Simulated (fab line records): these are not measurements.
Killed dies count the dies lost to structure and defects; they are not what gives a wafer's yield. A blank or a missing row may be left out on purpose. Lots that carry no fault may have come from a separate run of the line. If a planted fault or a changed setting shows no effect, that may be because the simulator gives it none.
One fault through the eyes of 2 desks ; flow gf180mcu ; each desk has only its own numbers; what lay behind them comes last

== DESK OF THE TOOL OWNER: implanter-03 ==
For each lot that ran on this tool, the mean over its sampled wafers that have a number, from the tool's own readings at GF_HV_LDD_IMPLANT_21. If a lot's mean is further than 4 standard deviations from the usual mean, the lot is out of limits and carries the mark OUT (the distance appears in the brackets).
Columns: A = dose-ions-cm2 at GF_HV_LDD_IMPLANT_21, usual 5e+13; B = faraday-current-uA at GF_HV_LDD_IMPLANT_21, usual 282
lot;first seen here;A;B
L426;day 11 02:20;5e+13;286
L427;day 11 12:07;5e+13;282
L429;day 11 23:51;5e+13;283
L433;day 13 04:58;5e+13;285
L434;day 13 19:22;5e+13;282
L435;day 13 22:59;8e+13 (+99 or more) OUT;441 (+29) OUT
L439;day 15 02:40;8e+13 (+99 or more) OUT;428 (+27) OUT
L447;day 17 16:58;5e+13;282
Finding of this desk: L435, L439 out of limits; the first was L435 at day 13 22:59, on dose-ions-cm2 at GF_HV_LDD_IMPLANT_21. L426, L427, L429, L433, L434, L447 stayed within limits.

== METROLOGY DESK ==
What the gauges read, lot by lot, whatever tool the lot ran on: means of the sampled wafers that have a number. If a lot's mean is further than 4 standard deviations from the usual mean, the lot is out of limits and carries the mark OUT (the distance appears in the brackets).
Columns: A = HV_LDD_2_TW at GF_HV_LDD_TW_MEAS_23, usual 1053
lot;first seen here;A
L426;day 11 02:35;1052
L427;day 11 12:21;1052
L429;day 12 00:06;1051
L430;day 12 09:19;1059
L432;day 13 02:31;1059
L433;day 13 05:13;1055
L434;day 13 19:36;1060
L435;day 13 23:13;1210 (+25) OUT
L437;day 14 14:15;1057
L439;day 15 02:54;1209 (+25) OUT
L443;day 16 12:44;1052
L446;day 17 11:59;1058
L447;day 17 17:13;1059
This desk reports L435, L439 out of limits; the earliest was L435 at day 13 23:13 (HV_LDD_2_TW at GF_HV_LDD_TW_MEAS_23). L426, L427, L429, L430, L432, L433, L434, L437, L443, L446, L447 stayed within limits.

== BROUGHT TOGETHER ==
On L435, L439, at day 13 22:59, an alarm was possible from the tool owner's desk.
L435, L439 would have let the metrology desk raise an alarm at day 13 23:13.
On implanter-03, each named lot ran GF_HV_LDD_IMPLANT_21.

== WHAT THE SIMULATOR HAD INSERTED ==
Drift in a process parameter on implanter-03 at GF_HV_LDD_IMPLANT_21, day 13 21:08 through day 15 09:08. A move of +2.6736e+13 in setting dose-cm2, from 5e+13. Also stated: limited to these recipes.
Struck lots among those shown: L435, L439.
Fault start to first reading out of limits, in hours, per desk: tool owner, 2; metrology, 2.
